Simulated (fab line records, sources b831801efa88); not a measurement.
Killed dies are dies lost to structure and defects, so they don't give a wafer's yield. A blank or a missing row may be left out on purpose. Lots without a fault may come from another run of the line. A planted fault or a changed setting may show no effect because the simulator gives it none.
Tool commonality check | flow gf180mcu | 13 lots, 39 wafers sampled

WHY IT WAS OPENED
At GF_HV_LDD_TW_MEAS_23 the reading HV_LDD_2_TW is flagged on 2 of 13 lots. Wafers without a fault read 1060, standard deviation 7.
Rule: a lot is flagged when every wafer of it that has a number lies more than 4 standard deviations from that mean, or none has a number. The other lots count as sound.

lot  | measured     | on            | HV_LDD_2_TW, wafer by wafer | flag
L541 | day 10 15:25 | film_metro-02 | 1060 1059 1058              |
L546 | day 12 15:17 | film_metro-03 | 1055 1051 1052              |
L545 | day 12 17:25 | film_metro-03 | 1047 1047 1055              |
L548 | day 13 05:49 | film_metro-02 | 1065 1065 1066              |
L547 | day 13 16:28 | film_metro-02 | 1069 1067 1064              |
L550 | day 14 08:13 | film_metro-04 | 1058 1065 1061              |
L552 | day 14 15:13 | film_metro-04 | 1062 1068 1069              |
L554 | day 15 04:58 | film_metro-03 | 1055 1052 1053              |
L555 | day 15 12:08 | film_metro-04 | 1058 1062 1062              |
L556 | day 15 19:30 | film_metro-04 | 1061 1063 1058              |
L561 | day 17 03:07 | film_metro-04 | 1070 1070 1071              |
L562 | day 17 09:13 | film_metro-02 | 1093 1102 1091              | FLAGGED
L564 | day 18 14:46 | film_metro-04 | 1112 1107 1116              | FLAGGED
The numbers of the flagged lots are 1104 on average: +44 against the usual, or +6 standard deviations.

WHICH TOOL RAN EACH LOT
The record holds 2 process steps before the reading, out of a route of 602 steps. In each cell: the tool, then ch and the chambers that the sampled wafers went through, then the start.
lot  | flag    | GF_HV_LDD_IMPLANT_21            | GF_HV_LDD_STRIP_22
L541 |         | implanter-03 ch 0, day 10 15:12 | plasma_asher-03 ch 0,1, day 10 15:20
L546 |         | implanter-02 ch 0, day 12 15:02 | plasma_asher-03 ch 0,1, day 12 15:11
L545 |         | implanter-02 ch 0, day 12 17:10 | plasma_asher-01 ch 0,1, day 12 17:19
L548 |         | implanter-02 ch 0, day 13 05:34 | plasma_asher-03 ch 0,1, day 13 05:43
L547 |         | implanter-02 ch 0, day 13 16:13 | plasma_asher-02 ch 0,1, day 13 16:21
L550 |         | implanter-02 ch 0, day 14 07:58 | plasma_asher-03 ch 0,1, day 14 08:07
L552 |         | implanter-03 ch 0, day 14 14:59 | plasma_asher-03 ch 0,1, day 14 15:07
L554 |         | implanter-03 ch 0, day 15 04:43 | plasma_asher-02 ch 0,1, day 15 04:51
L555 |         | implanter-03 ch 0, day 15 11:53 | plasma_asher-03 ch 0,1, day 15 12:02
L556 |         | implanter-02 ch 0, day 15 19:15 | plasma_asher-02 ch 0,1, day 15 19:24
L561 |         | implanter-02 ch 0, day 17 02:52 | plasma_asher-03 ch 0,1, day 17 03:01
L562 | FLAGGED | implanter-03 ch 0, day 17 09:00 | plasma_asher-01 ch 0,1, day 17 09:08
L564 | FLAGGED | implanter-03 ch 0, day 18 14:31 | plasma_asher-02 ch 0,1, day 18 14:40
What these steps do:
- GF_HV_LDD_IMPLANT_21
- GF_HV_LDD_STRIP_22: strips in O2/N2.
- GF_HV_LDD_TW_MEAS_23

FLAGGED OVER TOTAL, TOOL BY TOOL (the gauges that took the reading come last)
step                 | tool            | lots run | flagged | share of the flagged lots | sound lots run after its first flagged lot
GF_HV_LDD_IMPLANT_21 | implanter-02    | 7        | 0       | none                      | -
GF_HV_LDD_IMPLANT_21 | implanter-03    | 6        | 2       | all                       | 0
GF_HV_LDD_STRIP_22   | plasma_asher-01 | 2        | 1       | some                      | 0
GF_HV_LDD_STRIP_22   | plasma_asher-02 | 4        | 1       | some                      | 0
GF_HV_LDD_STRIP_22   | plasma_asher-03 | 7        | 0       | none                      | -
GF_HV_LDD_TW_MEAS_23 | film_metro-02   | 4        | 1       | some                      | 0
GF_HV_LDD_TW_MEAS_23 | film_metro-03   | 3        | 0       | none                      | -
GF_HV_LDD_TW_MEAS_23 | film_metro-04   | 6        | 1       | some                      | 0

WHAT THE TABLE ALLOWS
1 row of the table ran every flagged lot: implanter-03 at GF_HV_LDD_IMPLANT_21.
- implanter-03 at GF_HV_LDD_IMPLANT_21: 2 of its 6 lots flagged. Its last sound lot is L555 (day 15 11:53), its first flagged lot L562 (day 17 09:00): a fault that began between those two fits. Its own readings lie more than 4 standard deviations out on every wafer of the flagged lots: beam_energy_keV.
One tool is left: implanter-03 at GF_HV_LDD_IMPLANT_21.

WHAT THE SIMULATOR HAD PUT IN
Process parameter drift: implanter-03, from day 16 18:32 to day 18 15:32, at GF_HV_LDD_IMPLANT_21. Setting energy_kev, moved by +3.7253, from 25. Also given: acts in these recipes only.
Lots struck among those shown: L562, L564. The rule above found the same.
